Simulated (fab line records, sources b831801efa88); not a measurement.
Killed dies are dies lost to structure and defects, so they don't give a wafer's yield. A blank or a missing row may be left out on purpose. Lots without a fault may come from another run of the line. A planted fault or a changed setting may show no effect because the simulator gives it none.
Which tool did it? | flow sky130 | 15 lots, 45 wafers sampled, at 1 step of a route of 708

WHAT THE GAUGES READ, wafer by wafer
SKY_VIA1_CD_MEAS_12: target cd 150 nm.
lot  | measured     | on        | cd_nm (nm)
L516 | day 34 00:02 | cd_sem-02 | 152.0 150.2 150.8
L519 | day 35 00:47 | cd_sem-02 | 152.2 152.3 151.8
L520 | day 35 15:19 | cd_sem-02 | 152.3 152.2 154.7
L522 | day 35 16:47 | cd_sem-02 | 150.7 149.2 150.3
L524 | day 37 04:55 | cd_sem-02 | 148.5 148.7 149.5
L525 | day 37 07:09 | cd_sem-02 | 148.9 148.5 149.4
L526 | day 37 14:15 | cd_sem-02 | 148.8 148.5 148.4
L527 | day 37 21:20 | cd_sem-01 | 147.3 148.1 148.7
L528 | day 37 21:50 | cd_sem-01 | 150.3 150.5 150.4
L529 | day 38 04:50 | cd_sem-02 | 144.9 145.5 146.0
L530 | day 38 16:47 | cd_sem-02 | 149.6 149.3 149.6
L531 | day 39 05:40 | cd_sem-02 | 150.4 149.0 151.3
L536 | day 40 05:29 | cd_sem-01 | 149.9 149.8 151.0
L538 | day 40 20:57 | cd_sem-01 | 150.1 149.6 151.6
L539 | day 41 03:57 | cd_sem-02 | 149.3 149.2 147.8

WHICH TOOL RAN EACH LOT (tool, then ch and the chambers of the sampled wafers, then the start)
The record holds no process step before these readings.

WHAT THE TOOLS THEMSELVES READ (means of the sampled wafers that have a number; where no wafer has one, the mark that the record gives instead)
The record holds no such reading with a usual standard deviation.

THE ANSWER, worked out from the rows above alone
Rule: what is usual is taken from the lots themselves. Put in order of their means at a reading, lots are off if they are a third of the lots or fewer, leave a main group of 4 or more, and stand apart from it by a gap of 3 or more times the standard deviation of the main group's means; of several such gaps the widest counts. A main group whose means are all the same, to the digits that the tables above print for the reading, isn't used. A lot without any number at a reading at which 4 lots or more have one is off too. The other lots that the step has rows for count as sound. The gauges are gone through in route order, then the tools' own readings, and for those a lot's mean is taken as printed above. The first step at which some lot is off is used, and at that step the reading that is off furthest; a lot without a number counts as furthest.
No lot is off at any reading shown: from this, nothing can be told.

WHAT THE SIMULATOR HAD PUT IN
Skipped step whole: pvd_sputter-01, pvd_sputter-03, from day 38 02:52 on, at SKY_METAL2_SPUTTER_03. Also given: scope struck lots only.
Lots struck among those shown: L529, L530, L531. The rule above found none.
